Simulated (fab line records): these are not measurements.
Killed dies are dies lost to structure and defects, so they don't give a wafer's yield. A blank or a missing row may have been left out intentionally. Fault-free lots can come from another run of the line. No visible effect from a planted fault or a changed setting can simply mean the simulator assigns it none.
Chamber matching :: flow gf180mcu :: GF_V2_CMP_26 on cmp-02 has 4 sister chambers
The step polishes, stops on SiO2, t overpolish 15 s, target thk 0 nm. 4 wafers are shown with their chamber, then 9 later ones without.

WAFERS WITH THEIR CHAMBER
wafer: L467.6
chamber: 2
motor-current-A (A): 9.7

wafer: L469.1
chamber: 0
motor-current-A (A): 11.6

wafer: L469.2
chamber: 3
motor-current-A (A): 9.4

wafer: L469.5
chamber: 1
motor-current-A (A): 11.9

WAFERS WHOSE CHAMBER IS MISSING
wafer: L478.2
motor-current-A (A): 11.2

wafer: L478.4
motor-current-A (A): 11.8

wafer: L478.6
motor-current-A (A): 11.8

wafer: L480.1
motor-current-A (A): 9.5

wafer: L480.4
motor-current-A (A): 10.2

wafer: L480.6
motor-current-A (A): 10.7

wafer: L481.3
motor-current-A (A): 11.9

wafer: L481.4
motor-current-A (A): 9.3

wafer: L481.6
motor-current-A (A): 9.3

WHICH CHAMBER EACH WENT THROUGH
wafer: L478.2
from the rows above: can't be placed: 0 or 1
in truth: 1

wafer: L478.4
from the rows above: can't be placed: 1 or 0
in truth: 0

wafer: L478.6
from the rows above: can't be placed: 1 or 0
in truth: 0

wafer: L480.1
from the rows above: can't be placed: 3 or 2
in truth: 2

wafer: L480.4
from the rows above: can't be placed: 2 or 3
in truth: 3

wafer: L480.6
from the rows above: can't be placed: 0 or 2 or 1 or 3
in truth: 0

wafer: L481.3
from the rows above: can't be placed: 1 or 0
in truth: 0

wafer: L481.4
from the rows above: can't be placed: 3 or 2
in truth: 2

wafer: L481.6
from the rows above: can't be placed: 3 or 2
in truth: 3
Placed correctly: 0 of 9. Not placeable from these rows: 9 (in 9, the candidates include the true chamber). 0 placed wrongly.
How it was worked out, from the rows above alone: a wafer's distance from a chamber is the root of the sum, over the readings, of the square of ((its reading less the chamber's mean) divided by the reading's scatter). If the next closest chamber is less than 2 further off than the closest, the wafer can't be placed; otherwise it belongs to the closest. For every chamber, the mean is computed from those of its wafers that are shown. The scatter: with one shown wafer a chamber, the root of the mean of the squares of how far each hidden wafer lies from its nearest shown one.
